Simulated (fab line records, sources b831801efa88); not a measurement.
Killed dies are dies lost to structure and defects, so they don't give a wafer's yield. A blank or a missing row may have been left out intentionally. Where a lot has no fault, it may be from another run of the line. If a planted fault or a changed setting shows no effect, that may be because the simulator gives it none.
fab line records ; flow sky130 ; part 2 of 2: steps 32 to 42 of 42
record lots=5; wafers=15; last_day=50
route steps=708 shown LDD_P@262 LDD_HVN@267 LDD_HVP@278 LDD_LDN@289
lots with no fault: from the same line, run without faults
start_h: hours from the record's opening day to when the first of the lot's shown wafers began ; wait_h: hours elapsed since this lot's preceding step ; " same as the row above ; L1.1+2: a row that stands for several wafers ; - value missing, or start not given ; * or withheld: withheld ; < > ~ a bound
route shown NAME@n: NAME is a module with steps in the file, n the number in the route of the first one ; usual: average and standard deviation across the fault-free wafers ; same: alike in all rows ; chamber/n: place in a boat ; sites: readings site by site ; _std_site: the values' standard deviation ; _edge_site: mean of outer sites minus mean of inner sites ; radius_mm: for every site, how far away it sits from the centre of the wafer ; mask NAME#n: copy n ; behind: the last tool/chamber to shape the wafer ; hold: what put the lot on hold/how long, in hours/how the hold closed ; device: transistor that didn't switch, given as n, p or np ; end of line: the tests these same wafers got at the end of their route ; a step with no rows: only its recipe ; killed: not the wafer's yield, but the dies lost to structure and defects at the first sort ; map: dies across one wafer; x = killed, . = not, _ = none there
set.NAME: the setting as run; set.NAME@STEP: as run at that earlier step ; model.NAME: the simulator's own value behind a step, which no gauge read
lots seen at some steps along the route; tables by step, rows by wafer
services: from which hour (start_h, from the record's first day; less than 0 if before it) a tool's chamber was out of use, for how many hours, and why
## steps
# step SKY_LDD_LDN_EXPOSE_04
# recipe mask_id=LDNTM; na=0.6; source_shape=conventional; sigma_outer=0.6; polarization=unpolarized; target_cd_nm=700; dose_mj=140
# usual focus_offset_nm=0.1/0.53
lot.wafer;tool;chamber;start_h;wait_h;mask;focus_offset_nm
L077.2;iline_stepper-02;0;-;-;LDNTM#0;-0.6
L077.3;iline_stepper-02;0;-;-;LDNTM#0;-0.1
L077.6;iline_stepper-02;0;-;-;LDNTM#0;-0.8
L078.4;iline_stepper-01;0;-;-;LDNTM#0;0.4
L078.5;iline_stepper-01;0;-;-;LDNTM#0;-0.4
L078.6;iline_stepper-01;0;-;-;LDNTM#0;0.6
L087.1;iline_stepper-01;0;-;-;LDNTM#0;0.3
L087.4;iline_stepper-01;0;-;-;LDNTM#0;0.0
L087.6;iline_stepper-01;0;-;-;LDNTM#0;0.1
L092.2;iline_stepper-01;0;-;-;LDNTM#0;-0.2
L092.4;iline_stepper-01;0;-;-;LDNTM#0;-0.4
L092.6;iline_stepper-01;0;-;-;LDNTM#0;-1.0
L097.1;iline_stepper-02;0;-;-;LDNTM#0;0.5
L097.4;iline_stepper-02;0;-;-;LDNTM#0;0.4
L097.5;iline_stepper-02;0;-;-;LDNTM#0;-0.1
# step SKY_LDD_LDN_PEB_05
# recipe temp_c=withheld; time_s=*; resist=NOVOLAK
lot.wafer;tool;chamber;start_h;wait_h
L077.2+3+6;litho_track-03;0;-;-
L078.4+5+6;litho_track-03;0;-;-
L087.1+4+6;litho_track-02;0;-;-
L092.2+4+6;litho_track-03;0;-;-
L097.1+4+5;litho_track-03;0;-;-
# step SKY_LDD_LDN_DEVELOP_06
# recipe resist=NOVOLAK; developer=TMAH; develop_time_s=60; dev_temp_c=23
lot.wafer;tool;chamber;start_h;wait_h
L077.2+3+6;litho_track-03;0;546.55;0.1
L078.4+5+6;litho_track-03;0;560.20;0.1
L087.1+4+6;litho_track-02;0;636.29;0.1
L092.2+4+6;litho_track-03;0;668.60;0.1
L097.1+4+5;litho_track-03;0;718.27;0.1
# step SKY_LDD_LDN_OVL_MEAS_07
# usual LDD_LDN_OVL=0.3/1.4
lot.wafer;tool;chamber;start_h;wait_h;LDD_LDN_OVL[nm]
L077.2;overlay-02;-;546.68;0.1;-1.1
L077.3;overlay-02;-;546.68;0.1;-0.9
L077.6;overlay-02;-;546.68;0.1;-0.5
L078.4;overlay-01;-;560.29;0.1;0.4
L078.5;overlay-01;-;560.29;0.1;0.7
L078.6;overlay-01;-;560.29;0.1;0.2
L087.1;overlay-01;-;636.44;0.1;3.6
L087.4;overlay-01;-;636.44;0.1;-0.8
L087.6;overlay-01;-;636.44;0.1;2.0
L092.2;overlay-01;-;668.73;0.1;1.0
L092.4;overlay-01;-;668.73;0.1;-0.4
L092.6;overlay-01;-;668.73;0.1;-0.5
L097.1;overlay-01;-;718.42;0.1;0.5
L097.4;overlay-01;-;718.42;0.1;1.4
L097.5;overlay-01;-;718.42;0.1;0.8
# step SKY_LDD_LDN_IMPLANT_08
# recipe species=As; energy_kev=15; dose_cm2=1.25e+13; tilt_deg=withheld; rotation_deg=23
# usual beam_on_s=10.01/0.22
# same implant_ion_amu=75
lot.wafer;tool;chamber;start_h;wait_h;beam_on_s
L077.2;implanter-03;0;546.73;0.0;10.10
L077.3;implanter-03;0;546.73;0.0;9.98
L077.6;implanter-03;0;546.73;0.0;10.33
L078.4;implanter-04;0;560.38;0.1;10.01
L078.5;implanter-04;0;560.38;0.1;9.95
L078.6;implanter-04;0;560.38;0.1;10.20
L087.1;implanter-04;0;636.48;0.0;9.86
L087.4;implanter-04;0;636.48;0.0;10.09
L087.6;implanter-04;0;636.48;0.0;10.01
L092.2;implanter-04;0;668.78;0.0;9.82
L092.4;implanter-04;0;668.78;0.0;10.10
L092.6;implanter-04;0;668.78;0.0;10.21
L097.1;implanter-01;0;718.46;0.0;9.81
L097.4;implanter-01;0;718.46;0.0;9.91
L097.5;implanter-01;0;718.46;0.0;10.11
# step SKY_LDD_LDN_IMPLANT_09
# recipe species=As; energy_kev=15; dose_cm2=1.25e+13; tilt_deg=withheld; rotation_deg=113
# usual beam_on_s=10.01/0.2
# same implant_ion_amu=75
lot.wafer;tool;chamber;start_h;wait_h;beam_on_s
L077.2;implanter-03;0;546.88;0.1;10.36
L077.3;implanter-03;0;546.88;0.1;9.72
L077.6;implanter-03;0;546.88;0.1;9.93
L078.4;implanter-04;0;560.53;0.1;10.06
L078.5;implanter-04;0;560.53;0.1;9.95
L078.6;implanter-04;0;560.53;0.1;10.01
L087.1;implanter-04;0;636.63;0.1;10.12
L087.4;implanter-04;0;636.63;0.1;9.86
L087.6;implanter-04;0;636.63;0.1;9.70
L092.2;implanter-04;0;668.93;0.1;9.89
L092.4;implanter-04;0;668.93;0.1;10.05
L092.6;implanter-04;0;668.93;0.1;9.82
L097.1;implanter-01;0;718.61;0.1;9.95
L097.4;implanter-01;0;718.61;0.1;10.25
L097.5;implanter-01;0;718.61;0.1;9.84
# step SKY_LDD_LDN_IMPLANT_10
# recipe species=As; energy_kev=15; dose_cm2=1.25e+13; tilt_deg=withheld; rotation_deg=203
# usual beam_on_s=9.96/0.2
# same implant_ion_amu=75
lot.wafer;tool;chamber;start_h;wait_h;beam_on_s
L077.2;implanter-03;0;547.03;0.1;10.06
L077.3;implanter-03;0;547.03;0.1;9.79
L077.6;implanter-03;0;547.03;0.1;10.16
L078.4;implanter-04;0;560.68;0.1;9.92
L078.5;implanter-04;0;560.68;0.1;9.73
L078.6;implanter-04;0;560.68;0.1;10.33
L087.1;implanter-04;0;636.78;0.1;10.22
L087.4;implanter-04;0;636.78;0.1;10.10
L087.6;implanter-04;0;636.78;0.1;10.26
L092.2;implanter-04;0;669.08;0.1;9.83
L092.4;implanter-04;0;669.08;0.1;9.78
L092.6;implanter-04;0;669.08;0.1;9.68
L097.1;implanter-01;0;718.76;0.1;9.72
L097.4;implanter-01;0;718.76;0.1;9.97
L097.5;implanter-01;0;718.76;0.1;10.18
# step SKY_LDD_LDN_IMPLANT_11
# recipe species=As; energy_kev=15; dose_cm2=1.25e+13; tilt_deg=withheld; rotation_deg=293
# usual beam_on_s=9.97/0.21
# same implant_ion_amu=75
lot.wafer;tool;chamber;start_h;wait_h;beam_on_s
L077.2;implanter-03;0;547.18;0.1;9.84
L077.3;implanter-03;0;547.18;0.1;9.80
L077.6;implanter-03;0;547.18;0.1;10.14
L078.4;implanter-04;0;560.83;0.1;9.95
L078.5;implanter-04;0;560.83;0.1;10.08
L078.6;implanter-04;0;560.83;0.1;9.87
L087.1;implanter-04;0;636.93;0.1;10.07
L087.4;implanter-04;0;636.93;0.1;10.18
L087.6;implanter-04;0;636.93;0.1;9.94
L092.2;implanter-04;0;669.23;0.1;10.22
L092.4;implanter-04;0;669.23;0.1;10.18
L092.6;implanter-04;0;669.23;0.1;10.26
L097.1;implanter-01;0;718.91;0.1;9.78
L097.4;implanter-01;0;718.91;0.1;10.43
L097.5;implanter-01;0;718.91;0.1;9.56
# step SKY_LDD_LDN_STRIP_12
# recipe chemistry=O2/N2; power_w=1400; pressure_mtorr=1500; platen_temp_c=withheld; o2_flow_sccm=3000; n2_flow_sccm=300; overash_fraction=0.5
# usual drypump_motor_current_A=5.80/0.24; n2_flow_sccm=300.1/0.86; oes_product_au=0.716/0.0045; strip_time_to_endpoint_s=14.19/0.037
lot.wafer;tool;chamber;start_h;wait_h;drypump_motor_current_A;n2_flow_sccm;oes_product_au;rf_hours_counter_h;strip_time_to_endpoint_s
L077.2;plasma_asher-02;0;547.31;0.1;5.69;301.3;0.717;87;14.13
L077.3;plasma_asher-02;0;547.31;0.1;5.69;301.4;0.717;-;14.19
L077.6;plasma_asher-02;0;547.31;0.1;5.69;300.1;0.715;-;14.23
L078.4;plasma_asher-02;0;560.94;0.1;5.70;301.1;0.715;-;14.17
L078.5;plasma_asher-02;0;560.94;0.1;5.67;300.8;0.718;-;14.14
L078.6;plasma_asher-02;1;560.94;0.1;5.87;299.8;0.723;-;14.13
L087.1;plasma_asher-01;0;637.08;0.1;5.63;299.3;0.716;17;14.20
L087.4;plasma_asher-01;0;637.08;0.1;5.63;299.6;0.725;-;14.14
L087.6;plasma_asher-01;1;637.08;0.1;5.76;299.5;0.720;-;14.14
L092.2;plasma_asher-01;0;669.36;0.1;5.57;299.9;0.716;20;14.17
L092.4;plasma_asher-01;0;669.36;0.1;5.59;300.4;0.717;-;14.23
L092.6;plasma_asher-01;0;669.36;0.1;5.62;301.3;0.721;-;14.20
L097.1;plasma_asher-01;0;719.06;0.1;5.62;299.2;0.717;26;14.19
L097.4;plasma_asher-01;0;719.06;0.1;5.58;299.5;0.719;-;14.22
L097.5;plasma_asher-01;1;719.06;0.1;5.79;300.8;0.718;-;14.20
# step SKY_LDD_LDN_TW_MEAS_13
# usual LDD_LDN_TW=1494/8.8
lot.wafer;tool;chamber;start_h;wait_h;LDD_LDN_TW
L077.2;film_metro-03;-;547.42;0.1;1498
L077.3;film_metro-03;-;547.42;0.1;1502
L077.6;film_metro-03;-;547.42;0.1;1493
L078.4;film_metro-03;-;561.04;0.1;1494
L078.5;film_metro-03;-;561.04;0.1;1494
L078.6;film_metro-03;-;561.04;0.1;1492
L087.1;film_metro-03;-;637.18;0.1;1483
L087.4;film_metro-03;-;637.18;0.1;1492
L087.6;film_metro-03;-;637.18;0.1;1490
L092.2;film_metro-03;-;669.47;0.1;1494
L092.4;film_metro-03;-;669.47;0.1;1490
L092.6;film_metro-03;-;669.47;0.1;1491
L097.1;film_metro-02;-;719.16;0.1;1486
L097.4;film_metro-02;-;719.16;0.1;1481
L097.5;film_metro-02;-;719.16;0.1;1487
# step SKY_LDD_LDN_CLEAN_14
# recipe chemistry=SC1/SC2; mix=1:4:20; temp_c=70; time_s=150; dry=n2_spin
lot.wafer;tool;chamber;start_h;wait_h
L077.2+3+6;wet_bench-04;0;547.47;0.0
L078.4+5+6;wet_bench-04;0;561.07;0.0
L087.1+4+6;wet_bench-04;0;637.24;0.1
L092.2+4+6;wet_bench-04;1;669.52;0.0
L097.1+4+5;wet_bench-04;2;719.22;0.1
## services
tool;chamber;start_h;hours;kind
implanter-04;-;432.68;3.1;repair
implanter-03;-;461.71;3.9;repair
implanter-02;-;465.57;18.7;repair
iline_stepper-01;-;471.21;1.7;pm
implanter-02;-;484.24;4.8;pm
implanter-04;-;536.24;3.5;pm
implanter-03;-;540.12;1.0;repair
implanter-03;-;541.19;2.7;repair
implanter-04;-;546.21;1.9;repair
implanter-03;-;568.04;6.7;repair
iline_stepper-01;-;573.22;12.1;repair
implanter-02;-;573.52;4.5;pm
implanter-03;-;589.69;4.4;pm
iline_stepper-01;-;591.59;2.1;pm
implanter-03;-;599.94;44.4;pm
implanter-04;-;599.98;1.2;repair
plasma_asher-01;-;601.80;28.1;pm
implanter-02;-;647.55;2.9;pm
implanter-03;-;661.10;9.7;pm
implanter-04;-;662.30;2.0;repair
plasma_asher-03;-;682.43;3.5;repair
implanter-03;-;682.79;0.6;repair
iline_stepper-01;-;689.39;1.7;pm
implanter-02;-;695.29;2.4;repair
